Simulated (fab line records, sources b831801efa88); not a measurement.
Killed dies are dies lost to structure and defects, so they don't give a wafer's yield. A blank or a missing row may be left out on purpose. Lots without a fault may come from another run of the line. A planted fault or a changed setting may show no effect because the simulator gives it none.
fab line records | flow gf180mcu
record lots=13 wafers=39 last_day=34
route steps=602 shown PSD@255 SALICIDE@284 CONTACT@289
lots that met no fault: from a run of the same line without faults
start_h: hours from the record's first day to the start of the lot's first wafer shown | wait_h: hours since the lot's step before | " the same as in the row above | L1.1+2: a row that stands for several wafers | - no value, or no start given | * or withheld: withheld | < > ~ a bound
route shown NAME@n: a module of which the file shows steps, and the number in the route of the first | usual: mean/standard deviation of fault-free wafers | same: alike in all rows | chamber/n: place in a boat | sites: the reading at each site | _std_site: their standard deviation | _edge_site: outer sites' mean less inner sites' | radius_mm: how far each site lies from the wafer's centre | mask NAME#n: copy n | behind: the tool/chamber that last shaped the wafer | hold: why the lot was held/for how many hours/how that ended | device: the transistor (n, p or np) that didn't switch | end of line: the same wafers' tests at the end of the route | a step without rows: its recipe alone | killed: dies lost to structure and defects at the first sort, not the wafer's yield | map: a wafer's dies, x killed, . not, _ none there
set.NAME: the setting as run; set.NAME@STEP: as run at that earlier step | model.NAME: the simulator's own value behind a step, which no gauge read
steps of the route over a sample of lots; a table a step, a row a wafer
services: from which hour (start_h, from the record's first day; less than 0 if before it) a tool's chamber was out of use, for how many hours, and why
## steps
# step GF_PSD_CD_MEAS_07
# recipe target_cd_nm=400
# usual cd_nm=400.3/2
# columns lot.wafer tool chamber start_h wait_h cd_nm
L445.2 cd_sem-01 - 304.57 0.1 403.2
L445.3 " - " " 401.8
L445.5 " - " " 401.9
L446.3 cd_sem-01 - 317.63 0.1 396.4
L446.4 " - " " 397.8
L446.5 " - " " 396.6
L447.3 cd_sem-01 - 321.44 0.1 402.5
L447.4 " - " " 400.4
L447.6 " - " " 401.6
L448.2 cd_sem-02 - 338.07 0.1 398.2
L448.4 " - " " 398.6
L448.5 " - " " 397.7
L449.1 cd_sem-02 - 359.20 0.1 403.2
L449.2 " - " " 404.1
L449.4 " - " " 402.5
L452.1 cd_sem-01 - 374.20 0.1 402.1
L452.2 " - " " 400.6
L452.4 " - " " 401.2
L455.2 cd_sem-02 - 415.77 0.1 396.6
L455.5 " - " " 398.0
L455.6 " - " " 397.8
L458.2 cd_sem-02 - 440.52 0.1 403.4
L458.4 " - " " 401.9
L458.5 " - " " 402.4
L461.1 cd_sem-02 - 454.05 0.1 399.0
L461.3 " - " " 402.5
L461.5 " - " " 401.2
L463.1 cd_sem-02 - 470.80 0.1 401.9
L463.3 " - " " 403.2
L463.4 " - " " 402.2
L465.1 cd_sem-02 - 484.05 0.1 400.6
L465.4 " - " " 401.3
L465.6 " - " " 402.0
L466.1 cd_sem-02 - 487.74 0.1 404.0
L466.3 " - " " 401.4
L466.6 " - " " 403.2
L468.1 cd_sem-02 - 503.65 0.1 398.7
L468.4 " - " " 398.9
L468.6 " - " " 398.4
# step GF_SALICIDE_RTA_06
# recipe temp_c=530 time_s=30 ambient=N2
# usual lamp_power_pct=6.8/0.65 wafer_temp_C_max=532.4/0.89
# same time_s=30
# columns lot.wafer tool chamber start_h wait_h lamp_power_pct wafer_temp_C_max
L445.2 rtp_anneal-02 0 325.83 0.1 7.3 531.9
L445.3 " 0 " " 7.3 531.7
L445.5 " 0 " " 7.3 531.9
L446.3 rtp_anneal-02 0 339.75 0.1 7.3 531.5
L446.4 " 0 " " 7.3 531.9
L446.5 " 0 " " 7.3 531.1
L447.3 rtp_anneal-02 0 344.20 0.1 7.3 531.7
L447.4 " 0 " " 7.3 532.0
L447.6 " 0 " " 7.3 531.6
L448.2 rtp_anneal-02 0 361.28 0.1 7.3 532.2
L448.4 " 0 " " 7.3 531.7
L448.5 " 0 " " 7.3 531.7
L449.1 rtp_anneal-01 0 382.23 0.1 6.0 534.3
L449.2 " 0 " " 5.9 532.8
L449.4 " 0 " " 5.9 532.9
L452.1 rtp_anneal-02 0 398.44 0.1 7.3 532.3
L452.2 " 0 " " 7.3 531.8
L452.4 " 0 " " 7.3 531.9
L455.2 rtp_anneal-01 0 441.54 0.1 6.0 532.1
L455.5 " 0 " " 6.0 535.5
L455.6 " 0 " " 6.0 532.5
L458.2 rtp_anneal-02 0 466.53 0.1 7.3 533.3
L458.4 " 0 " " 7.3 531.5
L458.5 " 0 " " 7.3 531.7
L461.1 rtp_anneal-02 0 479.89 0.1 7.3 532.1
L461.3 " 0 " " 7.3 531.9
L461.5 " 0 " " 7.3 531.8
L463.1 rtp_anneal-01 0 496.85 0.1 6.0 533.1
L463.3 " 0 " " 6.0 532.1
L463.4 " 0 " " 6.0 533.2
L465.1 rtp_anneal-02 0 509.23 0.1 7.3 532.8
L465.4 " 0 " " 7.3 532.8
L465.6 " 0 " " 7.3 532.4
L466.1 rtp_anneal-02 0 513.19 0.1 7.3 532.1
L466.3 " 0 " " 7.3 532.3
L466.6 " 0 " " 7.3 531.9
L468.1 rtp_anneal-02 0 528.60 0.1 7.3 532.1
L468.4 " 0 " " 7.3 532.0
L468.6 " 0 " " 7.3 531.7
# step GF_CONTACT_CVD_02
# recipe material=SiO2 target_thk_nm=860 precursor=TEOS temp_c=400 time_s=95.992 rf_w=600
# usual heater_power_w=672/110
# columns lot.wafer tool chamber start_h wait_h heater_power_w
L445.2 pecvd-03 2 326.21 0.0 965
L445.3 " 0 " " 602
L445.5 " 0 " " 644
L446.3 pecvd-02 0 340.11 0.0 693
L446.4 " 1 " " 687
L446.5 " 0 " " 759
L447.3 pecvd-03 1 344.60 0.1 554
L447.4 " 2 " " 979
L447.6 " 1 " " 613
L448.2 pecvd-03 2 361.76 0.0 901
L448.4 " 1 " " 683
L448.5 " 2 " " 955
L449.1 pecvd-03 1 382.62 0.1 629
L449.2 " 0 " " 608
L449.4 " 0 " " 650
L452.1 pecvd-04 2 398.85 0.1 691
L452.2 " 0 " " 574
L452.4 " 0 " " 613
L455.2 pecvd-03 2 441.93 0.0 989
L455.5 " 2 " " 791
L455.6 " 1 " " 660
L458.2 pecvd-03 2 467.01 0.0 957
L458.4 " 1 " " 640
L458.5 " 0 " " 591
L461.1 pecvd-02 0 480.39 0.1 719
L461.3 " 2 " " 766
L461.5 " 0 " " 738
L463.1 pecvd-04 1 497.24 0.1 550
L463.3 " 2 " " 715
L463.4 " 0 " " 574
L465.1 pecvd-02 2 509.62 0.1 752
L465.4 " 0 " " 779
L465.6 " 1 " " 664
L466.1 pecvd-04 2 513.60 0.1 734
L466.3 " 1 " " 563
L466.6 " 2 " " 608
L468.1 pecvd-02 2 529.01 0.1 765
L468.4 " 2 " " 603
L468.6 " 0 " " 621
# step GF_CONTACT_THK_MEAS_03
# recipe reads=SiO2_of_CONTACT_CVD_02
# usual CONTACT_CVD_02_THK=857/12
# columns lot.wafer tool chamber start_h wait_h CONTACT_CVD_02_THK[nm]
L445.2 film_metro-03 - 326.30 0.1 846
L445.3 " - " " 860
L445.5 " - " " 870
L446.3 film_metro-02 - 340.20 0.1 858
L446.4 " - " " 853
L446.5 " - " " 867
L447.3 film_metro-03 - 344.69 0.1 874
L447.4 " - " " 868
L447.6 " - " " 861
L448.2 film_metro-03 - 361.84 0.0 846
L448.4 " - " " 867
L448.5 " - " " 866
L449.1 film_metro-02 - 382.73 0.1 852
L449.2 " - " " 858
L449.4 " - " " 860
L452.1 film_metro-02 - 398.92 0.0 853
L452.2 " - " " 845
L452.4 " - " " 855
L455.2 film_metro-03 - 442.01 0.0 1492
L455.5 " - " " 1528
L455.6 " - " " 875
L458.2 film_metro-02 - 467.09 0.0 1508
L458.4 " - " " 884
L458.5 " - " " 880
L461.1 film_metro-02 - 480.46 0.0 866
L461.3 " - " " 852
L461.5 " - " " 866
L463.1 film_metro-02 - 497.31 0.0 836
L463.3 " - " " 846
L463.4 " - " " 837
L465.1 film_metro-03 - 509.69 0.0 860
L465.4 " - " " 879
L465.6 " - " " 867
L466.1 film_metro-02 - 513.67 0.0 854
L466.3 " - " " 838
L466.6 " - " " 859
L468.1 film_metro-03 - 529.08 0.0 848
L468.4 " - " " 869
L468.6 " - " " 868
# step GF_CONTACT_CMP_04
# recipe material=SiO2 down_force_psi=4 platen_rpm=60 pad_velocity_m_s=0.94248
# usual head_pressure_psi=3.999/0.0097 motor_current_A=12.5/1.3 time_to_endpoint_s=110/6.3
# columns lot.wafer tool chamber start_h wait_h head_pressure_psi motor_current_A time_to_endpoint_s
L445.2 cmp-02 3 326.40 0.1 3.989 13.6 104
L445.3 " 1 " " 3.990 12.0 112
L445.5 " 3 " " 4.012 14.0 110
L446.4 cmp-01 0 340.24 0.0 3.994 11.5 112
L446.3 " 2 " " 4.006 12.3 116
L446.5 " 0 " " 3.977 11.7 117
L447.3 cmp-01 3 344.78 0.1 3.997 14.7 122
L447.4 " 1 " " 4.000 11.5 118
L447.6 " 2 " " 3.993 12.3 123
L448.2 cmp-01 0 361.89 0.0 3.979 10.9 112
L448.4 " 2 " " 3.989 11.9 116
L448.5 " 0 " " 4.000 12.0 118
L449.2 cmp-02 0 382.79 0.0 3.992 14.1 109
L449.1 " 1 " " 4.005 12.0 113
L449.4 " 2 " " 4.004 10.3 109
L452.4 cmp-02 1 398.98 0.0 3.994 12.7 112
L452.2 " 3 " " 3.996 13.4 101
L452.1 " 0 " " 3.994 14.3 103
L455.2 cmp-02 1 442.16 0.1 4.004 11.7 368
L455.5 " 3 " " 4.003 14.5 369
L455.6 " 0 " " 3.995 14.0 118
L458.4 cmp-02 1 467.19 0.1 3.989 12.5 129
L458.2 " 2 " " 4.014 10.0 348
L458.5 " 1 " " 4.002 12.5 123
L461.3 cmp-02 0 480.52 0.0 4.010 13.3 102
L461.1 " 3 " " 3.992 13.8 108
L461.5 " 0 " " 4.007 12.5 109
L463.1 cmp-02 2 497.37 0.1 3.998 10.2 99
L463.3 " 3 " " 3.990 14.2 106
L463.4 " 0 " " 3.992 13.5 105
L465.4 cmp-01 0 509.75 0.0 3.990 11.8 123
L465.1 " 3 " " 4.001 13.3 116
L465.6 " 0 " " 3.993 11.9 119
L466.1 cmp-02 3 513.73 0.1 4.006 13.8 104
L466.3 " 1 " " 3.994 12.3 108
L466.6 " 3 " " 4.013 13.9 108
L468.1 cmp-02 0 529.14 0.1 4.000 13.7 98
L468.4 " 1 " " 3.995 12.6 110
L468.6 " 0 " " 3.998 13.9 106
# step GF_CONTACT_OVL_MEAS_15
# usual CONTACT_OVL=1/6
# columns lot.wafer tool chamber start_h wait_h CONTACT_OVL[nm]
L445.2 overlay-02 - 347.88 0.1 -5
L445.3 " - " " 1
L445.5 " - " " 3
L446.3 overlay-02 - 362.49 0.1 2
L446.4 " - " " 4
L446.5 " - " " 1
L447.3 overlay-01 - 367.58 0.1 12
L447.4 " - " " 8
L447.6 " - " " 10
L448.2 overlay-02 - 384.38 0.1 -4
L448.4 " - " " 0
L448.5 " - " " -3
L449.1 overlay-01 - 405.77 0.1 -5
L449.2 " - " " -2
L449.4 " - " " 3
L452.1 overlay-02 - 422.92 0.1 -3
L452.2 " - " " -6
L452.4 " - " " -13
L455.2 overlay-01 - 467.48 0.1 -5
L455.5 " - " " 4
L455.6 " - " " -6
L458.2 overlay-01 - 492.03 0.1 0
L458.4 " - " " 1
L458.5 " - " " -7
L461.1 overlay-01 - 505.32 0.1 -1
L461.3 " - " " -5
L461.5 " - " " -5
L463.1 overlay-02 - 521.77 0.1 5
L463.3 " - " " 4
L463.4 " - " " 1
L465.1 overlay-01 - 533.32 0.1 4
L465.4 " - " " 7
L465.6 " - " " -2
L466.1 overlay-02 - 537.07 0.1 7
L466.3 " - " " 5
L466.6 " - " " 0
L468.1 overlay-01 - 552.42 0.1 -5
L468.4 " - " " -11
L468.6 " - " " -6
## services
# columns tool chamber start_h hours kind
pecvd-03 - 324.69 0.7 repair
pecvd-03 0 334.15 6.8 repair
pecvd-02 1 343.88 15.8 repair
pecvd-03 0 344.14 8.6 repair
cmp-02 - 352.90 19.0 pm
pecvd-03 2 367.13 18.4 repair
pecvd-04 - 368.88 14.0 pm
pecvd-04 0 368.88 14.0 vent_cycle
cmp-01 - 370.28 0.2 repair
pecvd-04 1 379.23 5.9 repair
cmp-02 - 382.05 0.2 repair
cmp-01 - 383.96 2.6 repair
cmp-01 - 404.11 4.0 pm
cmp-01 - 408.11 - consumable_replace:conditioner
cmp-01 - 408.11 - consumable_replace:pad
cmp-01 - 429.64 11.1 repair
cmp-01 - 442.67 4.8 pm
cmp-02 - 450.03 0.6 repair
pecvd-04 - 450.05 1.5 repair
pecvd-03 - 454.51 0.8 repair
cmp-01 - 465.27 2.3 repair
pecvd-03 - 476.39 6.0 pm
cmp-01 - 482.46 4.1 repair
cmp-01 - 521.47 1.1 repair
## key
first_sign step=GF_CONTACT_THK_MEAS_03 reading=CONTACT_CVD_02_THK direction=up sigmas=54 usual=857 struck=1509
effect step=GF_CONTACT_CMP_04 reading=time_to_endpoint_s direction=up sigmas=40 usual=* struck=*
met_at GF_CONTACT_CVD_02
struck_lots L455,L458
struck_wafers L455.2,L455.5,L458.2
tester_left_out L455,L458
not_acting_at GF_PSD_CD_MEAS_07,GF_SALICIDE_RTA_06,GF_CONTACT_OVL_MEAS_15
onset_between 361.76 441.93
fault kind=process_parameter_drift tool=pecvd-03 chamber=2 onset_h=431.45 steps=GF_CONTACT_CVD_02 channel=target_thk_nm offset=647.85 shape=step end_h=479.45 acts_in=these_recipes_only stated=860
# tester_left_out: of these lots the tester's yield and bins aren't shown, on N5 and GAA mostly nor the transistor test; their killed dies are dies lost to structure and defects alone, not to doping, threshold or leakage, so they don't give the yield
